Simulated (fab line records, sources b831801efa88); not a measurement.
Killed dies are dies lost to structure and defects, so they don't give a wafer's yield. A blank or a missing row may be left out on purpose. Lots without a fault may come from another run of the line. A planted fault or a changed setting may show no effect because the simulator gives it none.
Problem report in the 8D (eight disciplines) form, filled by code | flow gf180mcu | the parts of the form that need people (team, actions taken, sign-off) are left out

1. THE PROBLEM
LVPWELL_TW at GF_LVPWELL_TW_MEAS_11 reads a mean of 523.6 on 6 wafers of 2 lots; wafers without a fault read 557.1 with a standard deviation of 2.8. That is -12 standard deviations from the usual mean.
First seen on wafer L159.1, day 5 17:41, on film_metro-04. The record holds 39 wafers of 13 lots with a number at this step. Rule for "out", or "out of limits": more than 4 standard deviations from the usual mean. The other wafers with a number count as sound.

2. WHAT IT IS AND WHAT IT IS NOT
question                    | is                     | is not
which readings at this step | LVPWELL_TW             | -
which lots                  | L159, L160             | L151, L152, L153, L156, L162, L168, L169, L170, L171, L173, L174
which wafers of those lots  | all that have a number | -
read on which gauges        | film_metro-04          | film_metro-01, film_metro-03
when                        | from day 5 17:41       | up to then (12 sound wafers); but 21 sound wafers of L162, L168, L169, L170, L171, L173, L174 came after

3. SUSPECTS, AND WHAT RULES EACH OUT
Counting: a tool at a process step up to the reading stays a suspect if it ran every lot that is out and no sound lot after the first of them.
- the gauge at GF_LVPWELL_TW_MEAS_11: ruled out. All the wafers that are out were read on film_metro-04, but those of them that GF_LVPWELL_IMPLANT_09 has rows for are out there too, on other tools.
- implanter-02 at GF_LVPWELL_IMPLANT_09: kept. It ran every lot that is out, first L159 (day 5 17:26), and no sound lot after that; its last sound lot up to then is L156 (day 5 01:31). Its own readings are out on those wafers: dose_ions_cm2, faraday_current_uA.
Left after counting: implanter-02 at GF_LVPWELL_IMPLANT_09.

4. THE CAUSE (what the simulator had put in)
Process parameter drift: implanter-02, from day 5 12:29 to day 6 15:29, at GF_LVPWELL_IMPLANT_09. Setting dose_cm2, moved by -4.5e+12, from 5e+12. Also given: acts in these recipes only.
Counting left only this tool.

5. THE CHAIN OF EFFECTS, in route order
Each row: a reading whose mean over the struck wafers that have a number lies more than 3 standard deviations from the usual. Only readings for which the record gives a usual standard deviation are gone through. hours: the time from each lot's start at the first step in this table that gives one to its start at this step, as a median over the lots. sigmas: the change in usual standard deviations.
hours | step                     | reading            | usual         | on struck wafers | change | sigmas
0     | GF_LVPWELL_IMPLANT_09    | dose_ions_cm2      | 5e+12         | 5e+11            | -4e+12 | -99 or more
0     | GF_LVPWELL_IMPLANT_09    | faraday_current_uA | 28.2          | 2.8              | -25.4  | -48
0     | GF_LVPWELL_TW_MEAS_11    | LVPWELL_TW         | 557.1         | 523.6            | -33.5  | -12
98    | GF_VT_IMPLANT_RS_MEAS_48 | LVPWELL_RS         | 1197.6 ohm/sq | 1493.9           | +296.3 | +99
The process steps in it:
- GF_LVPWELL_IMPLANT_09
Later measuring or inspecting steps at which every struck wafer that the step has a row for has a number for every such reading, and none has moved that far: GF_VT_IMPLANT_TW_MEAS_10, GF_V1_RS_MEAS_24.

6. WHAT WOULD HAVE CAUGHT IT SOONER
In this record the first reading out of limits at a measuring or inspecting step was taken at day 5 17:41, 5 hours after the fault began at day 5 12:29.
The tool's own readings at GF_LVPWELL_IMPLANT_09 were out on every struck wafer that the step has a row for (dose_ions_cm2, faraday_current_uA): an alarm limit on them would have fired on the first of those.
Of the lots that are out (2), L160 began GF_LVPWELL_IMPLANT_09 on implanter-02 after day 5 17:41. A hold on the tool at that time would have spared it.
